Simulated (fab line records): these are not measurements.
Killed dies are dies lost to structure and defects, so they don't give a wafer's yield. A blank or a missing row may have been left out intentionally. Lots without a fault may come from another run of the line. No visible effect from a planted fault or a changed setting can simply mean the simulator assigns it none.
fab line records | flow gf180mcu
[record] lots = 14 wafers = 41 lastDay = 34
route steps=602 shown V3@455 V4@502 MIM@503
lots that met no fault: taken from a fault-free run of the same line
startH: hours from the record's first day to the start of the lot's first wafer shown | waitH: hours from the lot's prior step to this one | " unchanged from the row above | L1.1+2: a single row standing in for several wafers | - no value, or no start was given | * or withheld: withheld | < > ~ a bound
route shown NAME@n: names a module that has steps shown in the file, with the first one's number in the route | usual: mean/standard deviation of fault-free wafers | same: alike in all rows | chamber/n: place in a boat | sites: the reading at each site | _std_site: standard deviation of those values | _edge_site: outer sites' mean less inner sites' | radiusMm: for every site, how far away it sits from the centre of the wafer | mask NAME#n: copy n | behind: tool/chamber where the wafer was last shaped | hold: the reason the lot was held/the length of the hold in hours/how it ended | device: the n, p or np transistor that did not switch | end of line: the tests these same wafers got at the end of their route | a step without rows: its recipe alone | killed: count of dies lost to structure and defects at first sort (not the wafer's yield) | map: dies across one wafer; x = killed, . = not, _ = none there
set.NAME: the setting the step ran with; set.NAME@STEP: the setting that earlier step ran with | model.NAME: the simulator's own value behind a step, which no gauge read
a sample of lots followed through the steps of the route, with each step as a table and each wafer as a row
services: a tool's chamber out of use, with start hour (startH, from the record's first day; less than 0 if before it), hours out, and reason
[[steps]]
[step GF_V3_CMP_26]
[recipe] stopOn = SiO2 downForcePsi = 3.5 platenRpm = 60 tOverpolishS = 15 targetThkNm = 0 padVelocityMS = 0.94248
[usual] motorCurrentA = 11.6/1.3 overpolishRunS = 15.001/0.0092 timeToEndpointS = 86/3.5
// columns lot.wafer tool chamber startH waitH motorCurrentA overpolishRunS timeToEndpointS
L494.2 cmp-02 3 530.19 0.1 14.1 14.987 90
L494.3 " 1 " " 10.2 14.998 88
L494.6 " 2 " " 12.6 15.010 90
L495.1 cmp-01 3 535.35 0.1 11.3 15.011 83
L495.2 " 1 " " 10.1 15.007 88
L495.3 " 2 " " 10.3 15.003 85
L496.4 cmp-02 0 555.89 0.0 12.7 15.004 91
L496.5 " 0 " " 13.0 15.014 90
L496.6 " 1 " " 10.9 15.002 91
L497.2 cmp-02 3 559.10 0.1 13.9 15.012 94
L497.4 " 1 " " 10.3 14.992 92
L497.5 " 3 " " 13.8 14.999 92
L502.2 cmp-01 0 597.49 0.1 11.3 15.012 81
L502.5 " 0 " " 11.7 14.990 81
L504.2 cmp-01 2 614.49 0.1 9.7 15.016 85
L504.1 " 0 " " 11.7 15.021 87
L504.6 " 2 " " 10.5 14.989 88
L509.2 cmp-01 0 652.00 0.0 11.9 15.004 82
L509.3 " 1 " " 10.0 14.997 82
L509.5 " 1 " " 10.5 14.999 87
L510.2 cmp-02 3 656.35 0.0 14.1 15.010 87
L510.4 " 1 " " 10.4 15.007 85
L510.6 " 0 " " 12.2 15.003 84
L511.3 cmp-01 1 662.13 0.1 10.1 15.001 88
L511.1 " 2 " " 9.8 15.002 85
L511.5 " 1 " " 10.1 15.015 84
L512.1 cmp-02 1 668.35 0.1 11.0 15.019 89
L512.4 " 2 " " 12.0 15.001 86
L512.6 " 2 " " 12.5 15.018 86
L513.2 cmp-01 3 672.61 0.0 11.0 14.994 88
L513.3 " 2 " " 9.7 15.003 84
L513.5 " 3 " " 11.3 14.996 88
L514.1 cmp-02 2 678.83 0.1 12.2 15.001 87
L514.3 " 3 " " 13.1 14.993 86
L514.5 " 0 " " 12.2 14.984 86
L516.1 cmp-02 1 695.10 0.1 10.1 14.993 84
L516.5 " 0 " " 12.4 15.004 85
L516.6 " 1 " " 10.6 14.999 83
L517.2 cmp-02 0 699.39 0.8 12.2 14.991 90
L517.3 " 1 " " 10.5 15.002 89
L517.6 " 3 " " 14.2 14.994 90
[step GF_V4_CMP_26]
[recipe] stopOn = SiO2 downForcePsi = 3.5 platenRpm = 60 tOverpolishS = 15 targetThkNm = 0 padVelocityMS = 0.94248
[usual] motorCurrentA = 11.5/1.3 overpolishRunS = 14.998/0.009 timeToEndpointS = 85/3.3
// columns lot.wafer tool chamber startH waitH motorCurrentA overpolishRunS timeToEndpointS
L494.2 cmp-02 2 578.00 0.0 12.9 15.005 83
L494.3 " 1 " " 10.1 15.012 87
L494.6 " 2 " " 12.0 15.006 84
L495.1 cmp-02 2 582.90 0.1 11.9 14.995 83
L495.3 " 3 " " 13.9 14.990 83
L495.2 " 0 " " 12.8 15.011 83
L496.4 cmp-01 1 602.25 0.1 10.4 14.988 80
L496.5 " 3 " " 10.8 15.007 83
L496.6 " 0 " " 11.5 15.000 81
L497.4 cmp-01 2 605.49 0.1 9.9 15.000 84
L497.2 " 0 " " 11.3 15.005 80
L497.5 " 1 " " 10.1 15.008 86
L502.2 cmp-01 2 642.04 0.1 10.6 14.998 85
L502.5 " 2 " " 10.9 0.034 131
L504.2 cmp-01 1 658.70 0.0 10.1 15.007 84
L504.1 " 0 " " 12.2 14.999 77
L504.6 " 2 " " 9.8 0.040 130
L509.3 cmp-02 0 693.40 0.1 12.5 15.000 87
L509.2 " 1 " " 10.3 14.996 86
L509.5 " 3 " " 14.0 15.008 89
L510.2 cmp-02 2 698.39 0.3 12.6 14.995 86
L510.4 " 0 " " 13.0 14.990 85
L510.6 " 2 " " 11.8 14.994 87
L511.1 cmp-02 1 703.95 0.2 10.8 15.003 88
L511.3 " 3 " " 13.3 14.982 89
L511.5 " 2 " " 12.2 14.995 85
L512.1 cmp-01 0 708.68 0.1 11.7 15.002 75
L512.4 " 2 " " 10.0 14.976 77
L512.6 " 3 " " 11.2 14.992 83
L513.2 cmp-01 1 714.15 0.1 10.4 14.987 83
L513.3 " 2 " " 10.3 14.999 82
L513.5 " 0 " " 12.0 14.991 83
L514.1 cmp-01 1 719.85 0.1 9.6 15.011 83
L514.3 " 3 " " 10.9 15.014 83
L514.5 " 0 " " 12.0 14.990 83
L516.1 cmp-01 2 735.94 0.2 10.0 15.014 91
L516.6 " 3 " " 11.3 14.976 90
L516.5 " 0 " " 11.7 14.999 88
L517.2 cmp-02 3 738.68 0.1 14.4 14.995 93
L517.3 " 2 " " 11.9 14.995 87
L517.6 " 3 " " 13.9 14.971 88
[step GF_MIM_SPUTTER_00]
[recipe] material = Ti targetThkNm = 37.5 arrivingIonEnergyEv = 80 substrateTempC = 200 chamberPressurePa = 2 powerW = 4000 timeS = 150
[usual] throttleValvePct = 30.5/1.1
// columns lot.wafer tool chamber startH waitH throttleValvePct
L494.2 pvdSputter-02 - 578.30 0.2 30.0
L494.3 " - " " 29.6
L494.6 " - " " 29.8
L495.1 pvdSputter-03 - 583.20 0.2 30.0
L495.2 " - " " 32.3
L495.3 " - " " 31.4
L496.4 pvdSputter-02 - 602.45 0.1 30.0
L496.5 " - " " 30.7
L496.6 " - " " 30.2
L497.2 pvdSputter-03 - 605.74 0.1 31.0
L497.4 " - " " 31.9
L497.5 " - " " 29.9
L502.2 pvdSputter-03 - 642.29 0.2 32.4
L504.1 pvdSputter-02 - 659.00 0.1 30.9
L504.2 " - " " 30.2
L509.2 pvdSputter-03 - 693.60 0.1 29.8
L509.3 " - " " 32.1
L509.5 " - " " 30.1
L510.2 pvdSputter-03 - 698.69 0.2 31.0
L510.4 " - " " 29.8
L510.6 " - " " 32.3
L511.1 pvdSputter-04 - 704.25 0.2 31.9
L511.3 " - " " 29.1
L511.5 " - " " 32.0
L512.1 pvdSputter-04 - 708.93 0.2 31.8
L512.4 " - " " 30.5
L512.6 " - " " 30.4
L513.2 pvdSputter-02 - 714.40 0.2 29.9
L513.3 " - " " 30.1
L513.5 " - " " 30.7
L514.1 pvdSputter-04 - 720.10 0.2 32.1
L514.3 " - " " 29.9
L514.5 " - " " 29.9
L516.1 pvdSputter-02 - 736.09 0.1 29.8
L516.5 " - " " 29.7
L516.6 " - " " 30.3
L517.2 pvdSputter-02 - 738.98 0.2 29.9
L517.3 " - " " 30.7
L517.6 " - " " 30.2
[step GF_MIM_SPUTTER_04]
[recipe] material = TiN targetThkNm = 50 powerW = 6500 timeS = 41.7 chamberPressurePa = 0.4
[usual] throttleValvePct = 30.5/1.1
// columns lot.wafer tool chamber startH waitH throttleValvePct
L494.2 pvdSputter-02 - 578.50 0.0 29.8
L494.3 " - " " 29.7
L494.6 " - " " 29.8
L495.1 pvdSputter-03 - 583.38 0.0 30.0
L495.2 " - " " 32.1
L495.3 " - " " 31.4
L496.4 pvdSputter-02 - 602.63 0.0 30.3
L496.5 " - " " 30.5
L496.6 " - " " 30.4
L497.2 pvdSputter-03 - 605.92 0.0 30.8
L497.4 " - " " 32.3
L497.5 " - " " 30.0
L502.2 pvdSputter-03 - 642.47 0.0 32.3
L504.1 pvdSputter-02 - 659.18 0.0 30.9
L504.2 " - " " 30.1
L509.2 pvdSputter-03 - 693.78 0.0 30.0
L509.3 " - " " 32.1
L509.5 " - " " 29.9
L510.2 pvdSputter-03 - 698.87 0.0 31.1
L510.4 " - " " 29.6
L510.6 " - " " 32.6
L511.1 pvdSputter-04 - 704.43 0.0 31.8
L511.3 " - " " 28.6
L511.5 " - " " 31.9
L512.1 pvdSputter-04 - 709.11 0.0 32.1
L512.4 " - " " 30.8
L512.6 " - " " 30.6
L513.2 pvdSputter-02 - 714.58 0.0 29.7
L513.3 " - " " 30.2
L513.5 " - " " 31.0
L514.1 pvdSputter-04 - 720.28 0.0 32.1
L514.3 " - " " 29.7
L514.5 " - " " 30.0
L516.1 pvdSputter-02 - 736.27 0.0 30.0
L516.5 " - " " 29.8
L516.6 " - " " 30.1
L517.2 pvdSputter-02 - 739.16 0.0 29.8
L517.3 " - " " 30.4
L517.6 " - " " 30.2
[[services]]
// columns tool chamber startH hours kind
pvdSputter-02 - 519.29 2.9 repair
pvdSputter-03 - 527.32 0.7 repair
cmp-02 - 572.00 4.0 pm
cmp-02 - 576.00 - consumableReplace:conditioner
cmp-02 - 576.00 - consumableReplace:pad
cmp-01 - 576.21 0.5 repair
cmp-02 - 579.87 0.8 repair
cmp-02 - 593.01 2.2 repair
cmp-02 - 595.24 5.5 pm
cmp-02 - 599.59 0.9 repair
cmp-01 - 606.48 5.7 pm
pvdSputter-03 - 614.24 4.2 repair
pvdSputter-03 - 619.59 3.2 repair
pvdSputter-02 3 632.25 - consumableReplace:kit
pvdSputter-02 3 632.25 18.0 scheduledDown
pvdSputter-02 3 632.25 18.0 ventCycle
cmp-01 - 654.78 1.3 repair
pvdSputter-04 - 665.54 1.8 repair
pvdSputter-02 - 677.19 2.1 repair
cmp-01 - 693.34 11.9 repair
cmp-02 - 727.68 1.0 repair
pvdSputter-02 2 728.52 - consumableReplace:kit
pvdSputter-02 2 728.52 18.0 scheduledDown
pvdSputter-04 - 730.90 4.0 repair
[[key]]
[firstSign] step = GF_V4_CMP_26 reading = overpolishRunS direction = down sigmas = 99+ usual = 14.998 struck = 0.037
[effect] step = GF_V4_CMP_26 reading = timeToEndpointS direction = up sigmas = 14 usual = * struck = *
[moreKillsBornAt] GF_V4_CMP_26@cmp-01 = 441
metAt GF_V4_CMP_26
struckLots L502,L504
struckWafers L502.5,L504.6
laterRowsLeftOut L502.5,L504.6
sortLeftOut L502.5
notActingAt GF_V3_CMP_26,GF_MIM_SPUTTER_00,GF_MIM_SPUTTER_04
onsetBetween 605.49 642.04
[fault] kind = processParameterDrift tool = cmp-01 chamber = - onsetH = 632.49 steps = GF_V4_CMP_26 channel = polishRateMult offset = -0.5 shape = step endH = 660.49 scope = struckWafersOnly
// sortLeftOut: the simulated sort isn't trusted on such a fault, so these wafers' sort isn't shown, and their yield isn't known
// laterRowsLeftOut: the simulator's readings of these wafers behind a module that went badly wrong aren't trusted and aren't shown, but for the sort
